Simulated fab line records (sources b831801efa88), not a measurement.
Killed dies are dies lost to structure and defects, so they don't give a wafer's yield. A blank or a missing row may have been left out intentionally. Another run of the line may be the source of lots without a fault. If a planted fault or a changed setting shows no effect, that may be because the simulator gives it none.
Chamber matching	flow gf180mcu	GF_V5_CMP_04 on cmp-01: 4 sister chambers
The step polishes SiO2. 4 wafers are shown with their chamber, then 12 later ones without.

## WAFERS WITH THEIR CHAMBER
wafer	chamber	motorCurrentA (A)
L087.6	3	11.8
L088.1	2	10.9
L088.2	1	14.6
L088.4	0	11.7

## WAFERS WITH NO CHAMBER GIVEN
wafer	motorCurrentA (A)
L088.3	11.1
L088.5	11.0
L088.6	11.3
L091.4	11.2
L091.5	10.8
L091.6	12.3
L094.1	10.8
L094.2	11.7
L094.4	11.9
L096.2	13.8
L096.4	11.4
L096.6	14.8

## WHICH CHAMBER EACH WENT THROUGH
wafer	from the rows above	in truth
L088.3	can't be placed: 2 or 0 or 3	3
L088.5	can't be placed: 2 or 0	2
L088.6	can't be placed: 0 or 2 or 3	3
L091.4	can't be placed: 2 or 0 or 3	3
L091.5	2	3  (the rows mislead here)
L091.6	can't be placed: 3 or 0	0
L094.1	2	2
L094.2	can't be placed: 0 or 3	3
L094.4	can't be placed: 3 or 0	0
L096.2	1	1
L096.4	can't be placed: 0 or 3 or 2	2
L096.6	1	1
Correct placement for 3 of the 12. Can't be placed from these rows: 8 (the true chamber is among the candidates in 8). 1 placed wrongly.
How it was worked out, from the rows above alone: a wafer's distance from a chamber is the root of the sum, over the readings, of the square of ((its reading less the chamber's mean) divided by the reading's scatter). If the next closest chamber is less than 2 further off than the closest, the wafer can't be placed; otherwise it belongs to the closest. The mean given for a chamber averages the wafers shown for that chamber. The scatter: root of mean squared gap, hidden wafer to nearest shown wafer, with one shown wafer a chamber.
